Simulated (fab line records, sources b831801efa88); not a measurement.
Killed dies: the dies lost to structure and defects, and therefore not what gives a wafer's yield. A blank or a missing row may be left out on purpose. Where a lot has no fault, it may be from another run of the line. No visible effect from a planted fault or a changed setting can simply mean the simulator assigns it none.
fab line records    flow gf180mcu
record lots=24  wafers=72  lastDay=34
route steps=602 shown M3@424 M4@457 V4@492 V5@544
lots untouched by any fault: they come from a run of this same line in which no faults occurred
startH: hours from the record's first day to the start of the lot's first wafer shown    waitH: time in hours since the lot's previous step    " as in the row above    L1.1+2: several wafers, shown together as one row    - no value, or no start was given    * or withheld: withheld    < > ~ a bound
route shown NAME@n: names a module that has steps shown in the file, with the first one's number in the route    usual: mean/standard deviation taken from wafers without a fault    same: alike in all rows    chamber/n: place in a boat    sites: each site's reading    _std_site: standard deviation across them    _edge_site: the outer-site mean with the inner-site mean subtracted    radiusMm: how far each site lies from the wafer's centre    mask NAME#n: copy n    behind: the last tool/chamber to shape the wafer    hold: the reason the lot was held/the length of the hold in hours/how it ended    device: the transistor (n, p or np) that didn't switch    end of line: the tests these same wafers got at the end of their route    a step with no rows: only its recipe    killed: at the first sort, the dies lost to defects and structure; wafer yield is something else    map: dies across one wafer; x = killed, . = not, _ = none there
set.NAME: setting as actually run; set.NAME@STEP: the setting as run at that earlier step    model.NAME: the simulator's own value behind a step, which no gauge read
one table for each step of the route and one row for each wafer, over a sample of lots
services: from which hour (startH, from the record's first day; less than 0 if before it) a tool's chamber was out of use, for how many hours, and why
## steps
# step GF_M3_OVL_MEAS_15
# usual M3_OVL=-6/5.9
lot.wafer  tool        chamber  startH  waitH  M3_OVL[nm]
L074.4     overlay-01  -        492.82  0.1    3
L074.5     "           -        "       "      0
L074.6     "           -        "       "      -3
L075.1     overlay-02  -        500.65  0.1    -13
L075.2     "           -        "       "      -13
L075.4     "           -        "       "      -8
L076.2     overlay-01  -        512.96  0.1    3
L076.4     "           -        "       "      -5
L076.5     "           -        "       "      -12
L077.1     overlay-01  -        519.20  0.1    1
L077.3     "           -        "       "      -1
L077.5     "           -        "       "      0
L078.1     overlay-02  -        530.34  0.1    -1
L078.4     "           -        "       "      4
L078.5     "           -        "       "      3
L079.1     overlay-02  -        538.65  0.1    -17
L079.2     "           -        "       "      -16
L079.3     "           -        "       "      -17
L080.1     overlay-02  -        545.41  0.1    -10
L080.4     "           -        "       "      -11
L080.6     "           -        "       "      -11
L081.1     overlay-02  -        560.55  0.1    -14
L081.2     "           -        "       "      -16
L081.4     "           -        "       "      -11
L082.2     overlay-01  -        568.85  0.1    -12
L082.3     "           -        "       "      -4
L082.4     "           -        "       "      -7
L083.1     overlay-02  -        578.10  0.1    -9
L083.4     "           -        "       "      -8
L083.6     "           -        "       "      -14
L084.3     overlay-01  -        582.21  0.1    -2
L084.4     "           -        "       "      -4
L084.5     "           -        "       "      2
L085.2     overlay-02  -        592.42  0.1    -2
L085.5     "           -        "       "      0
L085.6     "           -        "       "      3
L086.3     overlay-01  -        595.32  0.1    -3
L086.4     "           -        "       "      -6
L086.5     "           -        "       "      -10
L087.3     overlay-01  -        605.92  0.1    -1
L087.4     "           -        "       "      -4
L087.6     "           -        "       "      -2
L088.4     overlay-01  -        608.93  0.1    -8
L088.5     "           -        "       "      -8
L088.6     "           -        "       "      -2
L089.2     overlay-02  -        622.85  0.1    -8
L089.4     "           -        "       "      -9
L089.6     "           -        "       "      -7
L090.1     overlay-02  -        628.70  0.1    -10
L090.5     "           -        "       "      -15
L090.6     "           -        "       "      -12
L091.2     overlay-02  -        635.75  0.1    7
L091.4     "           -        "       "      9
L091.5     "           -        "       "      1
L092.1     overlay-02  -        639.00  0.1    0
L092.5     "           -        "       "      -7
L092.6     "           -        "       "      -4
L093.1     overlay-01  -        650.56  0.1    -12
L093.2     "           -        "       "      -10
L093.5     "           -        "       "      -8
L094.3     overlay-02  -        653.91  0.1    -6
L094.4     "           -        "       "      -10
L094.5     "           -        "       "      -7
L095.1     overlay-01  -        663.26  0.1    1
L095.4     "           -        "       "      -8
L095.5     "           -        "       "      -12
L096.3     overlay-02  -        668.16  0.1    -15
L096.5     "           -        "       "      -5
L096.6     "           -        "       "      -7
L097.2     overlay-01  -        675.35  0.1    -5
L097.5     "           -        "       "      -6
L097.6     "           -        "       "      -8
# step GF_M4_SPUTTER_01
# recipe material=TiN  targetThkNm=30  powerW=6500  timeS=25  chamberPressurePa=0.4
# usual throttleValvePct=30.3/1.4
lot.wafer  tool           chamber  startH  waitH  throttleValvePct
L074.4     pvdSputter-03  -        519.62  0.0    29.0
L074.5     "              -        "       "      30.8
L074.6     "              -        "       "      31.3
L075.1     pvdSputter-04  -        526.93  0.1    29.4
L075.2     "              -        "       "      29.9
L075.4     "              -        "       "      31.9
L076.2     pvdSputter-02  -        539.17  0.1    27.8
L076.4     "              -        "       "      31.4
L076.5     "              -        "       "      28.9
L077.1     pvdSputter-02  -        545.38  0.1    32.3
L077.3     "              -        "       "      28.7
L077.5     "              -        "       "      28.8
L078.1     pvdSputter-04  -        556.14  0.1    30.1
L078.4     "              -        "       "      31.9
L078.5     "              -        "       "      30.2
L079.1     pvdSputter-02  -        564.66  0.1    32.0
L079.2     "              -        "       "      31.4
L079.3     "              -        "       "      28.7
L080.1     pvdSputter-04  -        570.49  0.1    29.1
L080.4     "              -        "       "      31.7
L080.6     "              -        "       "      32.0
L081.1     pvdSputter-04  -        585.99  0.1    30.3
L081.2     "              -        "       "      29.2
L081.4     "              -        "       "      31.7
L082.2     pvdSputter-04  -        593.55  0.1    29.9
L082.3     "              -        "       "      29.9
L082.4     "              -        "       "      29.6
L083.1     pvdSputter-02  -        602.90  0.1    27.9
L083.4     "              -        "       "      32.2
L083.6     "              -        "       "      32.1
L084.3     pvdSputter-03  -        606.18  0.1    28.7
L084.4     "              -        "       "      30.6
L084.5     "              -        "       "      31.6
L085.2     pvdSputter-02  -        616.52  0.1    28.9
L085.5     "              -        "       "      31.6
L085.6     "              -        "       "      28.2
L086.3     pvdSputter-03  -        620.12  0.1    31.5
L086.4     "              -        "       "      28.6
L086.5     "              -        "       "      31.2
L087.3     pvdSputter-04  -        629.61  0.1    30.0
L087.4     "              -        "       "      29.9
L087.6     "              -        "       "      30.1
L088.4     pvdSputter-02  -        632.50  0.1    31.3
L088.5     "              -        "       "      32.1
L088.6     "              -        "       "      31.0
L089.2     pvdSputter-03  -        646.75  0.1    30.5
L089.4     "              -        "       "      30.1
L089.6     "              -        "       "      31.3
L090.1     pvdSputter-02  -        651.70  0.1    32.3
L090.5     "              -        "       "      31.3
L090.6     "              -        "       "      28.7
L091.2     pvdSputter-02  -        659.12  0.1    31.2
L091.4     "              -        "       "      31.8
L091.5     "              -        "       "      31.4
L092.1     pvdSputter-03  -        661.69  0.1    30.5
L092.5     "              -        "       "      30.8
L092.6     "              -        "       "      31.2
L093.1     pvdSputter-02  -        673.13  0.1    27.9
L093.2     "              -        "       "      28.7
L093.5     "              -        "       "      31.1
L094.3     pvdSputter-04  -        676.48  0.1    31.8
L094.4     "              -        "       "      29.6
L094.5     "              -        "       "      30.3
L095.1     pvdSputter-02  -        685.54  0.1    32.2
L095.4     "              -        "       "      31.3
L095.5     "              -        "       "      31.2
L096.3     pvdSputter-03  -        690.25  0.1    30.6
L096.5     "              -        "       "      30.7
L096.6     "              -        "       "      28.7
L097.2     pvdSputter-02  -        697.23  0.1    28.7
L097.5     "              -        "       "      31.0
L097.6     "              -        "       "      32.1
# step GF_V4_ETCH_16
# recipe chemistry=N2/H2  targetDepthA=withheld  overetchA=withheld  timeS=withheld  target=BARC  ionEnergyEv=200  sourceW=500  biasW=100  pressureMtorr=30  n2FlowSccm=100  h2FlowSccm=200
# usual drypumpMotorCurrentA=5.7/0.47  oesProductAu=0.854/0.0048  throttleValvePct=13.224/0.0084
lot.wafer  tool        chamber  startH  waitH  drypumpMotorCurrentA  oesProductAu  throttleValvePct
L074.4     rieDiel-01  1        566.48  0.0    5.3                   0.860         13.205
L074.5     "           3        "       "      6.1                   0.853         13.225
L074.6     "           2        "       "      5.8                   0.857         13.218
L075.1     rieDiel-01  0        573.56  0.0    6.6                   0.850         13.221
L075.2     "           3        "       "      6.1                   0.853         13.226
L075.4     "           2        "       "      5.8                   0.853         13.229
L076.2     rieDiel-04  3        585.46  0.0    5.8                   0.852         13.218
L076.4     "           0        "       "      6.3                   0.854         13.227
L076.5     "           3        "       "      5.8                   0.852         13.205
L077.1     rieDiel-01  2        591.51  0.0    5.8                   0.848         13.218
L077.3     "           3        "       "      6.1                   0.856         13.214
L077.5     "           1        "       "      5.3                   0.854         13.231
L078.1     rieDiel-01  0        601.49  0.0    6.5                   0.856         13.226
L078.4     "           3        "       "      6.1                   0.851         13.231
L078.5     "           3        "       "      6.1                   0.857         13.231
L079.1     rieDiel-04  2        609.39  0.0    5.7                   0.857         13.232
L079.2     "           0        "       "      6.2                   0.857         13.219
L079.3     "           1        "       "      6.0                   0.848         13.230
L080.1     rieDiel-04  3        615.65  0.0    5.8                   0.845         13.222
L080.4     "           2        "       "      5.7                   0.848         13.226
L080.6     "           3        "       "      5.8                   0.854         13.223
L081.1     rieDiel-03  1        629.25  0.0    5.7                   0.861         13.228
L081.2     "           3        "       "      5.1                   0.858         13.237
L081.4     "           3        "       "      5.1                   0.855         13.234
L082.2     rieDiel-03  1        637.25  0.0    5.7                   0.860         13.226
L082.3     "           3        "       "      5.1                   0.860         13.221
L082.4     "           3        "       "      5.1                   0.853         13.228
L083.1     rieDiel-01  0        645.30  0.0    6.5                   0.849         13.223
L083.4     "           1        "       "      5.3                   0.854         13.213
L083.6     "           2        "       "      5.8                   0.863         13.219
L084.3     rieDiel-04  0        649.55  0.0    6.2                   0.854         13.233
L084.4     "           3        "       "      5.8                   0.857         13.222
L084.5     "           0        "       "      6.3                   0.854         13.220
L085.2     rieDiel-03  2        659.29  0.0    5.7                   0.845         13.229
L085.5     "           2        "       "      5.7                   0.859         13.223
L085.6     "           3        "       "      5.1                   0.849         13.224
L086.3     rieDiel-04  3        662.20  0.0    5.8                   0.848         13.223
L086.4     "           2        "       "      5.7                   0.856         13.222
L086.5     "           2        "       "      5.7                   0.853         13.215
L087.3     rieDiel-01  2        670.50  0.0    5.8                   0.858         13.229
L087.4     "           3        "       "      6.1                   0.854         13.235
L087.6     "           1        "       "      5.3                   0.853         13.237
L088.4     rieDiel-01  1        673.60  0.0    5.3                   0.848         13.213
L088.5     "           0        "       "      6.5                   0.851         13.224
L088.6     "           1        "       "      5.3                   0.861         13.222
L089.2     rieDiel-03  0        686.55  0.0    4.8                   0.851         13.222
L089.4     "           2        "       "      5.7                   0.848         13.228
L089.6     "           2        "       "      5.7                   0.856         13.217
L090.1     rieDiel-04  0        692.60  0.0    6.2                   0.859         13.225
L090.5     "           2        "       "      5.7                   0.852         13.206
L090.6     "           1        "       "      5.9                   0.848         13.222
L091.2     rieDiel-03  0        700.09  0.0    4.8                   0.861         13.204
L091.4     "           1        "       "      5.7                   0.854         13.224
L091.5     "           0        "       "      4.8                   0.851         13.236
L092.1     rieDiel-04  1        701.69  0.0    5.9                   0.843         13.215
L092.5     "           1        "       "      5.9                   0.855         13.220
L092.6     "           0        "       "      6.2                   0.853         13.222
L093.1     rieDiel-04  3        711.05  0.0    5.9                   0.864         13.228
L093.2     "           1        "       "      5.9                   0.855         13.219
L093.5     "           0        "       "      6.2                   0.857         13.216
L094.3     rieDiel-03  1        715.06  0.0    5.7                   0.858         13.214
L094.4     "           3        "       "      5.1                   0.856         13.222
L094.5     "           1        "       "      5.7                   0.859         13.239
L095.1     rieDiel-03  1        723.65  0.0    5.7                   0.857         13.226
L095.4     "           2        "       "      5.7                   0.855         13.221
L095.5     "           1        "       "      5.7                   0.853         13.221
L096.3     rieDiel-04  2        729.75  0.0    5.7                   0.854         13.234
L096.5     "           1        "       "      6.0                   0.852         13.238
L096.6     "           0        "       "      6.2                   0.846         13.237
L097.2     rieDiel-01  2        735.60  0.0    5.8                   0.860         13.223
L097.5     "           2        "       "      5.8                   0.859         13.226
L097.6     "           1        "       "      5.3                   0.861         13.247
# step GF_V4_RS_MEAS_24
# recipe thkMeasGauge=four-point-probe  reads=W_of_V4_CVD_23+TiN_of_V4_SPUTTER_22+Ti_of_V4_SPUTTER_21
# usual V4_W_RS=0.3291/0.0027
lot.wafer  tool          chamber  startH  waitH  V4_W_RS[ohm/sq]
L074.4     filmMetro-03  -        567.39  0.1    0.3305
L074.5     "             -        "       "      0.3265
L074.6     "             -        "       "      0.3291
L075.1     filmMetro-03  -        574.44  0.1    0.3345
L075.2     "             -        "       "      0.3333
L075.4     "             -        "       "      0.3339
L076.2     filmMetro-03  -        586.35  0.1    0.3345
L076.4     "             -        "       "      0.3337
L076.5     "             -        "       "      0.3319
L077.1     filmMetro-01  -        592.47  0.1    0.3299
L077.3     "             -        "       "      0.3310
L077.5     "             -        "       "      0.3291
L078.1     filmMetro-01  -        602.71  0.1    0.3318
L078.4     "             -        "       "      0.3308
L078.5     "             -        "       "      0.3303
L079.1     filmMetro-03  -        610.27  0.1    0.3306
L079.2     "             -        "       "      0.3307
L079.3     "             -        "       "      0.3309
L080.1     filmMetro-01  -        616.53  0.1    0.3268
L080.4     "             -        "       "      0.3242
L080.6     "             -        "       "      0.3236
L081.1     filmMetro-03  -        630.16  0.1    0.3294
L081.2     "             -        "       "      0.3307
L081.4     "             -        "       "      0.3321
L082.2     filmMetro-03  -        638.14  0.1    0.3285
L082.3     "             -        "       "      0.3312
L082.4     "             -        "       "      0.3288
L083.1     filmMetro-01  -        646.18  0.1    0.3245
L083.4     "             -        "       "      0.3272
L083.6     "             -        "       "      0.3317
L084.3     filmMetro-01  -        650.47  0.1    0.3253
L084.4     "             -        "       "      0.3310
L084.5     "             -        "       "      0.3288
L085.2     filmMetro-01  -        660.22  0.1    0.3238
L085.5     "             -        "       "      0.3265
L085.6     "             -        "       "      0.3219
L086.3     filmMetro-04  -        663.12  0.1    0.3241
L086.4     "             -        "       "      0.3287
L086.5     "             -        "       "      0.3283
L087.3     filmMetro-01  -        671.42  0.1    0.3284
L087.4     "             -        "       "      0.3264
L087.6     "             -        "       "      0.3311
L088.4     filmMetro-01  -        674.54  0.1    0.3279
L088.5     "             -        "       "      0.3301
L088.6     "             -        "       "      0.3338
L089.2     filmMetro-01  -        687.79  0.1    0.3269
L089.4     "             -        "       "      0.3286
L089.6     "             -        "       "      0.3290
L090.1     filmMetro-01  -        693.47  0.1    0.3264
L090.5     "             -        "       "      0.3304
L090.6     "             -        "       "      0.3262
L091.2     filmMetro-03  -        700.98  0.1    0.3269
L091.4     "             -        "       "      0.3286
L091.5     "             -        "       "      0.3217
L092.1     filmMetro-03  -        702.56  0.1    0.3286
L092.5     "             -        "       "      0.3246
L092.6     "             -        "       "      0.3285
L093.1     filmMetro-01  -        711.92  0.1    0.3281
L093.2     "             -        "       "      0.3301
L093.5     "             -        "       "      0.3335
L094.3     filmMetro-04  -        715.97  0.1    0.3298
L094.4     "             -        "       "      0.3241
L094.5     "             -        "       "      0.3258
L095.1     filmMetro-03  -        724.54  0.1    0.3317
L095.4     "             -        "       "      0.3255
L095.5     "             -        "       "      0.3297
L096.3     filmMetro-04  -        730.76  0.1    0.3312
L096.5     "             -        "       "      0.3351
L096.6     "             -        "       "      0.3272
L097.2     filmMetro-01  -        736.51  0.1    0.3324
L097.5     "             -        "       "      0.3263
L097.6     "             -        "       "      0.3308
# step GF_V4_CMP_26
# recipe stopOn=SiO2  downForcePsi=3.5  platenRpm=60  tOverpolishS=15  targetThkNm=0  padVelocityMS=0.94248
# usual motorCurrentA=11.0/1.2  overpolishRunS=14.999/0.0084  platenRpm=60.00/0.043  slurryFilterDpKPa=13.49/0.13  timeToEndpointS=86/3.7
lot.wafer  tool    chamber  startH  waitH  motorCurrentA  overpolishRunS  platenRpm  slurryFilterDpKPa  timeToEndpointS
L074.4     cmp-01  3        567.61  0.1    13.1           14.985          60.01      13.58              84
L074.5     "       1        "       "      11.0           15.001          59.98      13.43              88
L074.6     "       2        "       "      11.7           14.993          59.99      13.45              83
L075.1     cmp-02  1        574.62  0.1    11.5           15.003          59.99      13.44              88
L075.4     "       3        "       "      9.5            14.995          60.05      13.70              88
L075.2     "       0        "       "      10.7           15.012          60.05      13.38              85
L076.2     cmp-01  1        586.51  0.0    10.8           14.989          60.02      13.60              86
L076.4     "       2        "       "      11.8           15.004          59.94      13.55              82
L076.5     "       1        "       "      11.1           15.001          60.00      13.55              80
L077.1     cmp-01  2        592.81  0.2    11.9           15.003          59.93      13.45              86
L077.3     "       3        "       "      13.0           14.997          60.06      13.45              86
L077.5     "       0        "       "      9.6            14.986          59.93      13.50              87
L078.4     cmp-02  0        603.10  0.2    10.7           15.008          59.95      13.65              86
L078.1     "       3        "       "      8.6            14.994          60.03      13.27              82
L078.5     "       0        "       "      10.7           14.991          60.00      13.45              83
L079.3     cmp-02  3        610.50  0.1    9.6            14.990          59.98      13.43              83
L079.2     "       0        "       "      11.0           14.992          60.01      13.57              83
L079.1     "       1        "       "      11.6           15.003          60.03      13.50              83
L080.4     cmp-01  2        616.81  0.1    11.7           15.005          59.99      13.24              83
L080.1     "       3        "       "      13.3           15.000          59.94      13.61              86
L080.6     "       1        "       "      10.1           15.005          59.93      13.25              83
L081.2     cmp-02  3        630.48  0.2    9.0            14.996          60.01      13.67              83
L081.1     "       0        "       "      10.0           15.013          60.00      13.52              85
L081.4     "       1        "       "      11.7           14.994          60.00      13.53              83
L082.3     cmp-01  0        638.30  0.0    9.9            15.001          59.99      13.41              84
L082.4     "       2        "       "      12.1           14.992          59.94      13.40              82
L082.2     "       3        "       "      13.2           15.002          60.00      13.13              83
L083.1     cmp-01  2        646.41  0.1    11.6           14.991          60.04      13.69              87
L083.4     "       3        "       "      12.4           14.988          59.93      13.34              89
L083.6     "       2        "       "      12.0           14.997          60.01      13.51              85
L084.3     cmp-01  0        650.71  0.1    10.2           15.007          59.97      13.63              86
L084.4     "       1        "       "      10.9           14.990          59.98      13.45              87
L084.5     "       3        "       "      13.1           15.005          60.01      13.59              85
L085.2     cmp-02  0        660.43  0.1    10.6           14.994          60.09      13.48              86
L085.6     "       3        "       "      9.3            15.007          60.01      13.73              85
L085.5     "       0        "       "      10.7           15.005          60.06      13.48              85
L086.4     cmp-01  0        663.31  0.1    9.9            15.006          60.03      13.77              83
L086.3     "       1        "       "      11.0           14.993          60.01      13.70              86
L086.5     "       0        "       "      10.0           14.998          59.98      13.44              86
L087.3     cmp-02  3        671.56  0.0    8.6            15.007          59.92      13.64              91
L087.4     "       2        "       "      11.6           14.983          59.94      13.56              86
L087.6     "       3        "       "      9.1            15.002          59.99      13.45              85
L088.4     cmp-01  0        674.76  0.1    9.4            14.988          60.01      13.72              85
L088.6     "       2        "       "      11.3           15.001          59.99      13.68              82
L088.5     "       3        "       "      13.0           14.994          59.98      13.56              88
L089.4     cmp-01  3        688.10  0.2    12.6           15.002          60.02      13.32              86
L089.2     "       1        "       "      11.1           15.011          59.95      13.52              87
L089.6     "       3        "       "      13.8           15.004          60.01      13.38              85
L090.1     cmp-02  2        693.70  0.1    11.4           15.002          60.06      13.67              92
L090.6     "       1        "       "      11.9           14.994          60.01      13.24              91
L090.5     "       2        "       "      12.1           15.014          59.98      13.23              87
L091.4     cmp-02  2        701.19  0.1    11.4           15.010          59.94      13.31              91
L091.2     "       0        "       "      10.1           15.001          60.02      13.20              91
L091.5     "       1        "       "      11.9           14.998          59.99      13.46              91
L092.1     cmp-01  1        702.89  0.2    11.1           14.998          60.00      13.31              85
L092.6     "       2        "       "      11.2           14.993          60.05      13.50              85
L092.5     "       3        "       "      13.3           14.996          60.03      13.76              87
L093.2     cmp-02  1        712.34  0.3    12.6           15.002          60.06      13.42              95
L093.1     "       2        "       "      11.6           14.993          60.08      13.54              94
L093.5     "       1        "       "      11.0           14.983          60.01      13.32              93
L094.4     cmp-02  0        716.21  0.1    9.9            15.015          60.04      13.52              92
L094.3     "       1        "       "      11.5           14.981          59.94      13.62              92
L094.5     "       0        "       "      10.3           15.001          60.05      13.38              94
L095.4     cmp-01  2        724.77  0.1    11.5           14.996          60.02      13.64              84
L095.1     "       0        "       "      9.5            14.997          59.98      13.53              83
L095.5     "       1        "       "      10.9           15.003          60.05      13.51              86
L096.3     cmp-02  3        731.05  0.2    9.2            15.002          60.05      13.42              88
L096.6     "       0        "       "      10.3           15.000          60.02      13.65              94
L096.5     "       1        "       "      12.6           15.011          59.94      13.51              92
L097.2     cmp-01  3        736.77  0.1    12.9           15.000          60.00      13.39              83
L097.5     "       1        "       "      10.5           15.008          60.00      13.28              86
L097.6     "       2        "       "      11.6           14.996          60.01      13.59              80
# step GF_V5_CMP_04
# recipe material=SiO2  downForcePsi=4  platenRpm=60  padVelocityMS=0.94248
# usual motorCurrentA=11.8/1.4  platenRpm=60.00/0.038  slurryFilterDpKPa=13.49/0.14
lot.wafer  tool    chamber  startH  waitH  motorCurrentA  platenRpm  slurryFilterDpKPa
L074.4     cmp-01  1        612.62  0.0    11.8           59.97      13.53
L074.5     "       1        "       "      12.3           59.95      13.55
L074.6     "       2        "       "      12.3           60.03      13.53
L075.4     cmp-01  0        619.35  0.0    10.7           60.04      13.38
L075.1     "       1        "       "      11.6           60.04      13.33
L075.2     "       3        "       "      15.0           60.00      13.50
L076.2     cmp-02  0        630.13  0.0    11.1           60.00      13.58
L076.4     "       2        "       "      12.4           59.92      13.71
L076.5     "       1        "       "      12.3           60.00      13.32
L077.3     cmp-02  1        636.54  0.1    13.0           60.03      13.59
L077.1     "       2        "       "      12.4           60.05      13.42
L077.5     "       0        "       "      11.2           60.02      13.57
L078.4     cmp-01  1        645.99  0.1    11.4           59.97      13.31
L078.1     "       2        "       "      12.4           60.00      13.43
L078.5     "       3        "       "      14.0           60.06      13.56
L079.2     cmp-02  1        653.41  0.1    13.0           60.01      13.32
L079.3     "       2        "       "      12.3           59.90      13.63
L079.1     "       3        "       "      9.7            59.96      13.25
L080.4     cmp-02  3        659.56  0.0    10.1           59.96      13.53
L080.1     "       2        "       "      11.7           59.95      13.31
L080.6     "       0        "       "      11.6           60.05      13.62
L081.1     cmp-01  0        672.66  0.1    9.9            60.04      13.37
L081.2     "       1        "       "      11.9           59.93      13.41
L081.4     "       3        "       "      14.4           59.99      13.53
L082.2     cmp-01  0        679.05  0.1    11.0           60.03      13.47
L082.4     "       1        "       "      11.0           59.94      13.70
L082.3     "       2        "       "      13.2           60.04      13.55
L083.1     cmp-02  0        687.25  0.1    11.1           60.01      13.63
L083.4     "       1        "       "      12.8           59.97      13.35
L083.6     "       0        "       "      11.8           60.01      13.48
L084.4     cmp-02  3        691.24  0.0    9.6            60.06      13.64
L084.3     "       2        "       "      12.8           60.01      13.33
L084.5     "       3        "       "      10.2           59.98      13.32
L085.2     cmp-01  0        701.13  0.1    10.2           60.01      13.39
L085.5     "       2        "       "      13.0           60.02      13.57
L085.6     "       3        "       "      14.0           60.04      13.36
L086.4     cmp-02  1        702.91  0.0    13.3           59.99      13.51
L086.3     "       3        "       "      9.3            60.05      13.50
L086.5     "       1        "       "      12.9           60.04      13.70
L087.4     cmp-02  2        711.39  0.6    12.7           60.10      13.68
L087.3     "       3        "       "      9.7            60.04      13.42
L087.6     "       3        "       "      9.9            59.98      13.23
L088.4     cmp-02  0        715.06  0.2    10.9           60.05      13.49
L088.5     "       3        "       "      10.3           60.03      13.48
L088.6     "       0        "       "      11.3           60.03      13.67
L089.4     cmp-02  0        726.05  0.3    11.8           60.02      13.53
L089.2     "       2        "       "      12.9           59.96      13.60
L089.6     "       0        "       "      11.5           60.01      13.28
L090.1     cmp-02  1        732.82  0.2    13.2           60.01      13.35
L090.5     "       3        "       "      9.5            60.05      13.77
L090.6     "       0        "       "      11.3           59.97      13.36
L091.4     cmp-02  1        738.39  0.1    12.5           60.04      13.66
L091.2     "       2        "       "      12.9           60.01      13.41
L091.5     "       3        "       "      9.3            60.00      13.68
L092.1     cmp-01  0        740.75  0.2    10.1           60.02      13.50
L092.5     "       1        "       "      11.7           59.94      13.80
L092.6     "       2        "       "      12.2           60.07      13.47
L093.1     cmp-02  0        749.67  0.1    10.9           59.99      13.86
L093.2     "       3        "       "      9.5            60.04      13.56
L093.5     "       0        "       "      11.4           59.98      13.55
L094.4     cmp-02  0        753.20  0.3    11.4           59.97      13.59
L094.3     "       1        "       "      11.9           59.99      13.54
L094.5     "       2        "       "      12.5           59.98      13.59
L095.1     cmp-01  3        760.75  0.1    14.2           60.05      13.54
L095.4     "       0        "       "      10.5           60.04      13.54
L095.5     "       2        "       "      12.9           60.05      13.36
L096.3     cmp-02  1        766.45  0.0    13.1           60.05      13.53
L096.5     "       1        "       "      12.5           60.03      13.29
L096.6     "       2        "       "      12.7           60.00      13.62
L097.2     cmp-02  3        772.11  0.1    9.4            59.99      13.27
L097.6     "       2        "       "      12.9           59.94      13.52
L097.5     "       3        "       "      9.8            59.96      13.66
## services
tool           chamber  startH  hours  kind
rieDiel-04     2        496.00  4.5    repair
cmp-02         -        497.50  0.8    repair
rieDiel-01     3        507.92  9.4    repair
cmp-02         -        513.11  0.2    repair
cmp-01         -        519.34  0.7    repair
cmp-01         -        523.45  0.3    repair
cmp-02         -        538.80  5.5    pm
cmp-02         -        558.78  2.4    repair
pvdSputter-02  -        570.33  1.1    repair
cmp-01         -        572.05  4.0    pm
pvdSputter-02  -        587.07  2.3    repair
cmp-01         -        591.01  0.5    repair
cmp-01         -        601.76  2.0    repair
rieDiel-01     -        602.45  2.8    pm
cmp-02         -        612.09  0.8    repair
rieDiel-01     2        613.82  13.0   repair
cmp-01         -        622.45  6.4    pm
cmp-02         -        639.63  5.3    pm
cmp-01         -        657.62  4.3    repair
rieDiel-01     2        661.20  4.4    repair
cmp-02         -        665.47  0.9    repair
rieDiel-04     0        667.20  1.8    repair
cmp-01         -        709.52  7.0    pm
cmp-02         -        744.17  4.0    pm
## key
fault none
